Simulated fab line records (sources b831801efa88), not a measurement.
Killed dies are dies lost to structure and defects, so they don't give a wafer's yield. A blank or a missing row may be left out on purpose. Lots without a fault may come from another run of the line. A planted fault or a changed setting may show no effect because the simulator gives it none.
Which of the tools did it?	flow sky130	12 lots, 36 wafers sampled, at 5 steps of a route of 708

== WHAT THE GAUGES SHOWED, per wafer ==
No reading from a measuring or inspecting step in the record can be judged against a usual standard deviation.

== WHICH TOOL RAN EACH LOT (tool, then ch and the chambers of the sampled wafers, then the start) ==
lot	SKY_METAL4_DESCUM_15	SKY_METAL4_METAL_ETCH_18	SKY_VIA4_CMP_02	SKY_VIA4_CMP_21	SKY_PAD_OPEN_PROBE_99
L588	rieMetal-01 ch 0,1, day 41 15:37	rieMetal-03 ch 0,1, day 41 15:46	cmp-01 ch 0,1,2, day 41 17:01	cmp-02 ch 1,2, day 42 16:41	prober-01, day 45 15:14
L587	rieMetal-01 ch 0,1, day 41 18:04	rieMetal-03 ch 0,1, day 41 18:13	cmp-02 ch 0,1, day 41 19:19	cmp-01 ch 0,1,3, day 42 18:36	prober-02, day 45 17:23
L590	rieMetal-02 ch 0,1, day 42 04:50	rieMetal-03 ch 0,1, day 42 05:02	cmp-02 ch 1,2, day 42 06:04	cmp-01 ch 0,2,3, day 43 05:48	prober-02, day 46 03:57
L591	rieMetal-01 ch 0,1, day 42 11:22	rieMetal-03 ch 0,1, day 42 11:31	cmp-01 ch 0,1,2, day 42 12:37	cmp-02 ch 0,1,3, day 43 12:22	prober-01, day 46 09:14
L592	rieMetal-02 ch 0,1, day 42 20:53	rieMetal-03 ch 0,1, day 42 21:02	cmp-01 ch 0,2,3, day 42 22:04	cmp-02 ch 0,1,2, day 43 22:38	prober-02, day 46 17:50
L593	rieMetal-02 ch 0,1, day 43 01:59	rieMetal-01 ch 0,1, day 43 02:11	cmp-02 ch 1,2, day 43 03:08	cmp-01 ch 0,1, day 44 03:41	prober-01, day 46 22:48
L595	rieMetal-02 ch 0,1, day 44 02:43	rieMetal-01 ch 0,1, day 44 02:52	cmp-02 ch 0,3, day 44 03:53	cmp-02 ch 0,1,3, day 45 03:34	prober-01, day 47 20:01
L596	rieMetal-03 ch 0,1, day 44 04:10	rieMetal-01 ch 0, day 44 04:22	cmp-01 ch 0,1,3, day 44 05:26	cmp-02 ch 0,1,2, day 45 04:32	prober-02, day 47 21:44
L597	rieMetal-01 ch 0,1, day 44 13:16	rieMetal-02 ch 0,1, day 44 13:25	cmp-01 ch 2,3, day 44 14:30	cmp-01 ch 0,2,3, day 45 13:04	prober-01, day 48 04:25
L598	rieMetal-03 ch 0,1, day 44 15:50	rieMetal-02 ch 0,1, day 44 16:02	cmp-01 ch 0,1,2, day 44 17:04	cmp-02 ch 0,2,3, day 45 15:28	prober-02, day 48 06:41
L601	rieMetal-01 ch 0,1, day 45 16:40	rieMetal-03 ch 0,1, day 45 16:49	cmp-01 ch 1,2, day 45 18:17	cmp-02 ch 1,2,3, day 46 15:28	prober-01, day 49 05:00
L607	rieMetal-03 ch 0,1, day 46 15:19	rieMetal-01 ch 1, day 46 15:28	cmp-01 ch 2,3, day 46 16:40	cmp-02 ch 0,1,3, day 47 13:09	prober-01, day 49 23:50
- SKY_METAL4_DESCUM_15: chemistry O2, time 8 s.
- SKY_METAL4_METAL_ETCH_18: etches the open film in Cl2/BCl3, stops on SiO2, target depth 845 nm, time 183.1 s.
- SKY_VIA4_CMP_02: polishes SiO2.
- SKY_VIA4_CMP_21: polishes, stops on SiO2, t overpolish 25 s, target thk 0 nm.
- SKY_PAD_OPEN_PROBE_99

== AS READ BY THE TOOLS THEMSELVES (means over the sampled wafers that have a number; for cases with no such wafer, the mark the record gives instead) ==
SKY_METAL4_DESCUM_15. Usual: drypumpMotorCurrentA 5.8 A, standard deviation 0.32; oesProductAu 1.000 a.u., standard deviation 0.0064; rfFwdPowerW 147.5 W, standard deviation 0.72.
lot	tool	drypumpMotorCurrentA (A)	oesProductAu (a.u.)	rfFwdPowerW (W)	flag
L588	rieMetal-01	5.6	1.000	147.9	
L587	rieMetal-01	5.7	0.998	147.4	
L590	rieMetal-02	6.4	1.006	146.8	
L591	rieMetal-01	5.7	0.994	147.9	
L592	rieMetal-02	6.3	0.995	146.6	
L593	rieMetal-02	6.4	1.005	146.5	
L595	rieMetal-02	6.3	1.004	146.7	
L596	rieMetal-03	5.6	1.001	148.2	
L597	rieMetal-01	5.7	0.998	147.7	
L598	rieMetal-03	5.6	1.007	147.9	
L601	rieMetal-01	5.7	1.006	148.2	
L607	rieMetal-03	5.7	0.995	148.0	

SKY_METAL4_METAL_ETCH_18. Usual: drypumpMotorCurrentA 5.9 A, standard deviation 0.34; oesProductAu 0.868 a.u., standard deviation 0.0063; rfFwdPowerW 897.3 W, standard deviation 2.5; throttleValvePct 22.264 %, standard deviation 0.0088.
lot	tool	drypumpMotorCurrentA (A)	oesProductAu (a.u.)	rfFwdPowerW (W)	throttleValvePct (%)	flag
L588	rieMetal-03	5.7	0.876	900.8	22.262	
L587	rieMetal-03	5.7	0.856	898.7	22.276	
L590	rieMetal-03	5.6	0.870	896.1	22.264	
L591	rieMetal-03	5.7	0.868	897.0	22.274	
L592	rieMetal-03	5.6	0.872	898.6	22.257	
L593	rieMetal-01	5.7	0.864	900.4	22.258	
L595	rieMetal-01	5.7	0.857	896.3	22.265	
L596	rieMetal-01	5.8	0.869	895.8	22.259	
L597	rieMetal-02	6.4	0.865	894.0	22.259	
L598	rieMetal-02	6.4	0.868	899.2	22.268	
L601	rieMetal-03	5.7	0.869	899.6	22.268	
L607	rieMetal-01	5.6	0.873	895.1	22.270	

SKY_VIA4_CMP_02. Usual: motorCurrentA 12.7 A, standard deviation 1.
lot	tool	motorCurrentA (A)	flag
L588	cmp-01	13.3	
L587	cmp-02	10.9	
L590	cmp-02	11.5	
L591	cmp-01	13.4	
L592	cmp-01	12.9	
L593	cmp-02	11.6	
L595	cmp-02	12.0	
L596	cmp-01	13.5	
L597	cmp-01	12.4	
L598	cmp-01	13.5	
L601	cmp-01	13.4	
L607	cmp-01	12.5	

SKY_VIA4_CMP_21. Usual: motorCurrentA 11.4 A, standard deviation 0.95; overpolishRunS 25.001 s, standard deviation 0.0089; timeToEndpointS 120 s, standard deviation 3.5.
lot	tool	motorCurrentA (A)	overpolishRunS (s)	timeToEndpointS (s)	flag
L588	cmp-02	11.0	24.997	119	
L587	cmp-01	12.3	24.997	118	
L590	cmp-01	11.8	24.991	121	
L591	cmp-02	11.2	25.001	122	
L592	cmp-02	10.7	25.007	119	
L593	cmp-01	12.3	25.002	118	
L595	cmp-02	11.2	25.010	118	
L596	cmp-02	10.8	24.994	118	
L597	cmp-01	11.5	25.014	120	
L598	cmp-02	11.4	24.998	120	
L601	cmp-02	11.6	25.002	123	
L607	cmp-02	10.9	24.997	104	OFF

SKY_PAD_OPEN_PROBE_99. Usual: defectLimitedYield 82.3 %, standard deviation 2; killed_at_M0_to_M3 44, standard deviation 7.1; killed_at_M4_up 3.3, standard deviation 1.8; killedAtContacts 24, standard deviation 5.1; killedAtFrontEnd 16, standard deviation 4.7; killedAtOther 0.3, standard deviation 0.52; killedDies 87, standard deviation 9.7; killedOpen 47, standard deviation 6.8; killedShort 39, standard deviation 6.7; sort_bin_3_pad_short 0.9 %, standard deviation 0.43; sort_bin_5_function 10.4 %, standard deviation 1.4; sort_bin_6_memory 6.4 %, standard deviation 1.2; sortNPass 405, standard deviation 9.7; sortYieldPct 82.3 %, standard deviation 2.
lot	tool	defectLimitedYield (%)	killed_at_M0_to_M3	killed_at_M4_up	killedAtContacts	killedAtFrontEnd	killedAtOther	killedDies	killedOpen	killedShort	sort_bin_3_pad_short (%)	sort_bin_5_function (%)	sort_bin_6_memory (%)	sortNPass	sortYieldPct (%)	flag
L588	prober-01	80.4	50	2.3	29	14	0.0	96	55	42	0.9	11.7	6.9	396	80.4	
L587	prober-02	83.6	43	3.7	20	14	0.3	81	45	36	1.0	9.2	6.2	411	83.6	
L590	prober-02	82.4	46	3.3	21	16	0.0	87	45	42	0.7	11.1	5.8	405	82.4	
L591	prober-01	83.0	45	2.7	24	12	0.0	83	45	38	0.9	9.4	6.6	409	83.0	
L592	prober-02	81.8	41	3.0	23	23	0.0	90	51	38	0.9	11.7	5.6	402	81.8	
L593	prober-01	80.9	47	3.7	21	22	0.0	94	47	47	1.1	10.6	7.4	398	80.9	
L595	prober-01	83.9	39	3.7	22	14	0.3	79	42	37	0.3	10.0	5.9	413	83.9	
L596	prober-02	83.1	46	4.0	19	14	0.0	83	48	34	0.9	9.6	6.4	409	83.1	
L597	prober-01	81.2	47	1.3	24	20	0.3	93	51	42	1.4	10.7	6.7	399	81.2	
L598	prober-02	80.5	47	3.0	29	16	0.0	96	50	46	1.6	10.6	7.2	396	80.5	
L601	prober-01	82.0	48	4.0	21	15	0.3	89	49	40	0.8	10.0	7.2	403	82.0	
L607	prober-01	83.3	43	1.0	19	19	0.0	82	41	41	0.7	9.9	6.0	410	83.3	

== THE ANSWER, worked out from the rows above alone ==
Rule: a lot is off if the mean of its wafers that have a number lies more than 3 standard deviations from the usual mean. A lot without any number at a reading at which 4 lots or more have one is off too. The other lots that the step has rows for count as sound. First the gauges in route order, then the tools' own readings, where a lot's mean is used as printed above. The first step at which some lot is off is used, and at that step the reading that is off furthest; a lot without a number counts as furthest.
Off: L607 (SKY_VIA4_CMP_21, timeToEndpointS).
A tool fits if, at that step or a process step before it, it ran every lot that is off, and no sound lot after the first of them. Can't be told from this: 4 tools fit, rieMetal-03 at SKY_METAL4_DESCUM_15, rieMetal-01 at SKY_METAL4_METAL_ETCH_18, cmp-01 at SKY_VIA4_CMP_02, cmp-02 at SKY_VIA4_CMP_21.

== WHAT WAS PUT IN BY THE SIMULATOR ==
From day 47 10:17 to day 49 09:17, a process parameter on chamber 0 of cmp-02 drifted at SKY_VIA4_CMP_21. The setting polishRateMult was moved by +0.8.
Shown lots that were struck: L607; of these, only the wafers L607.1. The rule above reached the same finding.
